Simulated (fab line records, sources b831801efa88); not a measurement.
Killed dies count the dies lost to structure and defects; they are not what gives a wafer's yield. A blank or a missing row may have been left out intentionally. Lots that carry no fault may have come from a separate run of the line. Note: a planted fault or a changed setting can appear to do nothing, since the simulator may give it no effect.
Which tool was responsible? / flow sky130 / Sampling: 7 lots, 21 wafers, 3 of 708 route steps

## WHAT THE GAUGES SHOWED, per wafer
SKY_VIA4_RS_MEAS_19: the measuring method here is four-point-probe.
lot=L110; measured=day 43 16:09; on=film_metro-04; VIA4_W_RS (ohm/sq)=0.227 0.228 0.226
lot=L115; measured=day 45 00:41; on=film_metro-01; VIA4_W_RS (ohm/sq)=0.225 0.225 0.223
lot=L122; measured=day 46 20:24; on=film_metro-04; VIA4_W_RS (ohm/sq)=0.225 0.224 0.231
lot=L124; measured=day 47 05:34; on=film_metro-03; VIA4_W_RS (ohm/sq)=0.230 0.236 0.232
lot=L127; measured=day 47 17:57; on=film_metro-01; VIA4_W_RS (ohm/sq)=0.229 0.230 0.230
lot=L129; measured=day 48 05:17; on=film_metro-01; VIA4_W_RS (ohm/sq)=0.228 0.228 0.227
lot=L131; measured=day 48 23:55; on=film_metro-01; VIA4_W_RS (ohm/sq)=0.227 0.226 0.226

## WHICH TOOL RAN EACH LOT (tool, then ch and the chambers of the sampled wafers, then the start)
lot=L110; SKY_CONTACT_SPUTTER_23=pvd_sputter-02, day 32 15:22; SKY_VIA4_SPUTTER_17=pvd_sputter-01, day 43 15:56
lot=L115; SKY_CONTACT_SPUTTER_23=pvd_sputter-01, day 34 04:05; SKY_VIA4_SPUTTER_17=pvd_sputter-03, day 45 00:28
lot=L122; SKY_CONTACT_SPUTTER_23=pvd_sputter-04, day 36 10:07; SKY_VIA4_SPUTTER_17=pvd_sputter-02, day 46 20:10
lot=L124; SKY_CONTACT_SPUTTER_23=pvd_sputter-04, day 36 20:48; SKY_VIA4_SPUTTER_17=pvd_sputter-01, day 47 05:11
lot=L127; SKY_CONTACT_SPUTTER_23=pvd_sputter-04, day 37 14:48; SKY_VIA4_SPUTTER_17=pvd_sputter-01, day 47 17:32
lot=L129; SKY_CONTACT_SPUTTER_23=pvd_sputter-01, day 38 03:45; SKY_VIA4_SPUTTER_17=pvd_sputter-02, day 48 05:04
lot=L131; SKY_CONTACT_SPUTTER_23=pvd_sputter-01, day 39 03:59; SKY_VIA4_SPUTTER_17=pvd_sputter-01, day 48 23:42
- SKY_CONTACT_SPUTTER_23: material TiN, target thk 20 nm, time 80 s.
- SKY_VIA4_SPUTTER_17: material TiN, target thk 20 nm, time 80 s.

## THE ANSWER, worked out from the rows above alone
Rule: the lots themselves supply what counts as usual. Put in order of their means at a reading, lots are off if they are a third of the lots or fewer, leave a main group of 4 or more, and stand apart from it by a gap of 3 or more times the standard deviation of the main group's means; of several such gaps the widest counts. A main group whose means are all the same, to the digits that the tables above print for the reading, isn't used. Also off: a lot with no number at a reading for which 4 or more lots have one. Where the step has rows for the other lots, those lots are counted as sound.
None of the lots is off at any reading shown; this tells nothing.

## WHAT WAS PUT IN BY THE SIMULATOR
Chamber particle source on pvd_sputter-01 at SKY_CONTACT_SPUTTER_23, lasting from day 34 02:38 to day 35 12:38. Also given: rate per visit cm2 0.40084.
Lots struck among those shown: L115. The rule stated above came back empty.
